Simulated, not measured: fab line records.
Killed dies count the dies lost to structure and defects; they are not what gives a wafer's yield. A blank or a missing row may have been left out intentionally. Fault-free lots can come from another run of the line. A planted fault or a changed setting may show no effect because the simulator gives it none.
Which tool did it?    flow sky130    14 lots, 42 wafers sampled, at 6 steps of a route of 708

== WHAT THE GAUGES SHOWED, per wafer ==
SKY_PWDE_OVL_MEAS_07. Usual: PWDE_OVL -0.5 nm, standard deviation 1.5.
lot   measured     on          PWDE_OVL (nm)   flag
L669  day 4 00:29  overlay-02  0.4 -1.6 0.0    
L670  day 4 09:24  overlay-02  -0.3 0.5 0.5    
L672  day 4 19:44  overlay-02  -0.4 0.3 -0.1   
L673  day 4 22:02  overlay-01  -0.9 -0.2 0.4   
L675  day 5 13:32  overlay-02  -3.9 -1.7 -1.8  
L680  day 6 16:41  overlay-01  -1.7 -2.7 -2.0  
L681  day 6 20:03  overlay-01  2.1 1.6 1.3     
L682  day 7 01:33  overlay-01  -1.0 -1.6 -1.9  
L683  day 7 08:05  overlay-02  0.6 1.6 -0.1    
L684  day 7 16:54  overlay-01  1.9 1.3 -0.4    
L686  day 8 01:53  overlay-01  3.1 2.9 -0.4    
L688  day 8 13:00  overlay-01  -2.0 -1.2 -1.3  
L689  day 8 15:44  overlay-02  -5.0 -1.5 -2.3  
L691  day 9 04:59  overlay-02  -0.3 0.4 0.5    

SKY_VT_ADJUST_PCH_OVL_MEAS_07. Usual: VT_ADJUST_PCH_OVL -0.6 nm, standard deviation 1.2.
lot   measured      on          VT_ADJUST_PCH_OVL (nm)  flag
L669  day 10 14:52  overlay-02  0.2 -1.7 -1.2           
L670  day 11 01:51  overlay-01  -0.7 0.2 -1.0           
L672  day 11 17:11  overlay-02  - - -                   OFF
L673  day 11 18:44  overlay-02  - - -                   OFF
L675  day 12 16:17  overlay-02  -1.0 -1.6 -1.9          
L680  day 14 06:34  overlay-02  0.8 0.4 0.5             
L681  day 14 10:06  overlay-01  -2.1 -1.8 -1.0          
L682  day 14 15:55  overlay-01  -1.3 -2.7 -1.8          
L683  day 15 01:20  overlay-01  -1.2 -2.3 -1.9          
L684  day 15 13:36  overlay-01  1.4 -0.5 -2.3           
L686  day 16 00:17  overlay-02  -1.4 -0.7 0.3           
L688  day 16 15:53  overlay-02  0.1 0.6 0.4             
L689  day 16 19:37  overlay-02  -0.9 0.2 0.5            
L691  day 17 14:32  overlay-01  -1.0 0.7 0.3            

SKY_SONOS_TUNNEL_TW_MEAS_12. Usual: SONOS_TUNNEL_TW 197.4, standard deviation 2.
lot   measured      on             SONOS_TUNNEL_TW    flag
L669  day 11 14:55  film-metro-01  196.4 197.3 196.7  
L670  day 12 02:19  film-metro-02  198.0 197.5 197.1  
L672  day 12 17:13  film-metro-01  210.2 210.4 210.3  OFF
L673  day 12 18:58  film-metro-01  209.5 209.7 210.2  OFF
L675  day 13 18:11  film-metro-03  200.0 199.5 199.4  
L680  day 15 09:28  film-metro-03  200.7 201.3 201.4  
L681  day 15 13:37  film-metro-01  194.0 195.1 195.2  
L682  day 15 19:55  film-metro-02  198.1 197.5 197.6  
L683  day 16 04:27  film-metro-01  196.4 194.9 196.3  
L684  day 16 17:39  film-metro-03  201.1 200.2 200.2  
L686  day 17 05:34  film-metro-01  196.9 195.5 194.9  
L688  day 17 21:08  film-metro-02  198.8 197.5 198.2  
L689  day 18 00:52  film-metro-01  195.7 194.3 195.8  
L691  day 18 20:41  film-metro-01  195.6 195.8 196.1  

SKY_POLY_GATE_THK_MEAS_01. Usual: POLY_GATE_CVD_00_THK 179.6 nm, standard deviation 1.6.
lot   measured      on             POLY_GATE_CVD_00_THK (nm)  flag
L669  day 14 06:55  film-metro-03  179.8 178.4 179.0          
L670  day 14 19:37  film-metro-03  178.2 178.3 179.5          
L672  day 15 14:11  film-metro-04  180.0 180.5 181.0          
L673  day 15 14:08  film-metro-03  180.4 179.7 179.6          
L675  day 16 10:45  film-metro-03  176.8 178.9 177.9          
L680  day 18 08:37  film-metro-02  181.1 183.2 182.3          
L681  day 18 10:09  film-metro-02  177.8 179.4 180.2          
L682  day 18 19:16  film-metro-04  180.0 181.1 181.1          
L683  day 19 00:55  film-metro-04  178.4 178.3 178.8          
L684  day 19 17:57  film-metro-02  178.6 178.8 178.5          
L686  day 20 07:04  film-metro-02  178.2 177.9 178.6          
L688  day 20 23:18  film-metro-02  179.1 179.0 179.9          
L689  day 21 00:29  film-metro-03  179.4 180.1 180.4          
L691  day 21 21:19  film-metro-03  179.7 179.9 181.4          

== WHAT TOOL EACH LOT RAN ON (gives the tool, then ch and the chambers of the sampled wafers, and finally the start) ==
lot   SKY_FIELD_ISO_STRIP_16               SKY_VT_ADJUST_PCH_COAT_02
L669  plasma-asher-03 ch 0,1, day 2 09:31  litho-track-01 ch 0, day 10 04:31
L670  plasma-asher-03 ch 0,1, day 2 18:11  litho-track-01 ch 0, day 10 14:02
L672  plasma-asher-02 ch 0,1, day 3 04:10  litho-track-03, day 11 05:52
L673  plasma-asher-04 ch 0,1, day 3 06:37  litho-track-01, day 11 06:56
L675  plasma-asher-02 ch 0,1, day 3 19:10  litho-track-03 ch 0, day 12 04:52
L680  plasma-asher-04 ch 0,1, day 4 20:07  litho-track-02 ch 0, day 13 16:49
L681  plasma-asher-02 ch 0,1, day 5 01:22  litho-track-02 ch 0, day 13 20:25
L682  plasma-asher-04 ch 0,1, day 5 04:55  litho-track-01 ch 0, day 14 03:07
L683  plasma-asher-02 ch 0,1, day 5 11:16  litho-track-03 ch 0, day 14 12:13
L684  plasma-asher-04 ch 0,1, day 5 17:11  litho-track-01 ch 0, day 14 23:32
L686  plasma-asher-03 ch 0,1, day 6 02:22  litho-track-01 ch 0, day 15 11:46
L688  plasma-asher-02 ch 0,1, day 6 13:25  litho-track-01 ch 0, day 16 00:58
L689  plasma-asher-02 ch 0,1, day 6 17:52  litho-track-01 ch 0, day 16 04:26
L691  plasma-asher-03 ch 0,1, day 7 04:25  litho-track-03 ch 0, day 16 23:34
- SKY_FIELD_ISO_STRIP_16: strips in O2/N2.
- SKY_VT_ADJUST_PCH_COAT_02: resist thk 3000 nm.

== AS READ BY THE TOOLS THEMSELVES (means over the sampled wafers that have a number; for cases with no such wafer, the mark the record gives instead) ==
SKY_FIELD_ISO_STRIP_16. Usual: drypump-motor-current-A 5.2 A, standard deviation 0.48; o2-flow-sccm 3000 sccm, standard deviation 8.5; oes-product-au 0.377 a.u., standard deviation 0.0053; strip-time-to-endpoint-s 3.53 s, standard deviation 0.032.
lot   tool             drypump-motor-current-A (A)  o2-flow-sccm (sccm)  oes-product-au (a.u.)  strip-time-to-endpoint-s (s)  flag
L669  plasma-asher-03  5.7                          3005                 0.379                  3.54                          
L670  plasma-asher-03  5.3                          2995                 0.372                  3.54                          
L672  plasma-asher-02  4.8                          3002                 0.377                  3.54                          
L673  plasma-asher-04  5.3                          2994                 0.377                  3.53                          
L675  plasma-asher-02  4.8                          3000                 0.375                  3.52                          
L680  plasma-asher-04  5.4                          2997                 0.378                  3.56                          
L681  plasma-asher-02  4.8                          2999                 0.380                  3.52                          
L682  plasma-asher-04  5.3                          3002                 0.385                  3.56                          
L683  plasma-asher-02  4.9                          3009                 0.377                  3.53                          
L684  plasma-asher-04  5.4                          2999                 0.378                  3.49                          
L686  plasma-asher-03  5.7                          3002                 0.374                  3.53                          
L688  plasma-asher-02  4.8                          2995                 0.375                  3.53                          
L689  plasma-asher-02  4.8                          2991                 0.381                  3.52                          
L691  plasma-asher-03  5.8                          2999                 0.374                  3.53                          

SKY_VT_ADJUST_PCH_COAT_02. Usual: chill-plate-temp-C 23.00 C, standard deviation 0.1; dispense-pressure-kPa 47.6 kPa, standard deviation 1.4.
lot   tool            chill-plate-temp-C (C)  dispense-pressure-kPa (kPa)  flag
L669  litho-track-01  23.06                   47.2                         
L670  litho-track-01  23.04                   47.2                         
L672  litho-track-03  -                       -                            OFF
L673  litho-track-01  -                       -                            OFF
L675  litho-track-03  22.91                   49.4                         
L680  litho-track-02  23.03                   45.9                         
L681  litho-track-02  22.99                   45.9                         
L682  litho-track-01  22.99                   47.3                         
L683  litho-track-03  23.09                   49.4                         
L684  litho-track-01  22.95                   47.3                         
L686  litho-track-01  23.05                   47.3                         
L688  litho-track-01  22.90                   47.3                         
L689  litho-track-01  22.98                   47.3                         
L691  litho-track-03  23.02                   49.4                         

== THE ANSWER, worked out from the rows above alone ==
Rule: take the mean of a lot's wafers that have a number; if it is more than 3 standard deviations from the usual mean, the lot is off. Also off: a lot with no number at a reading for which 4 or more lots have one. Any other lot the step has rows for is counted as sound. First the gauges in route order, then the tools' own readings, where a lot's mean is used as printed above. At the first step where some lot is off, the reading lying furthest off is the one used; lots without a number count as furthest.
Off: L672, L673, at SKY_VT_ADJUST_PCH_OVL_MEAS_07 (VT_ADJUST_PCH_OVL). Without a number there: L672, L673.
If a tool, at a process step before that reading, ran all the lots that are off and no sound lot after the first of them, it fits. Not tried: the gauges at SKY_VT_ADJUST_PCH_OVL_MEAS_07; whatever is off there is also off at SKY_SONOS_TUNNEL_TW_MEAS_12, on other tools, and gauge error can't account for it. No candidate that was tried fits.

== WHAT THE SIMULATOR PUT IN ==
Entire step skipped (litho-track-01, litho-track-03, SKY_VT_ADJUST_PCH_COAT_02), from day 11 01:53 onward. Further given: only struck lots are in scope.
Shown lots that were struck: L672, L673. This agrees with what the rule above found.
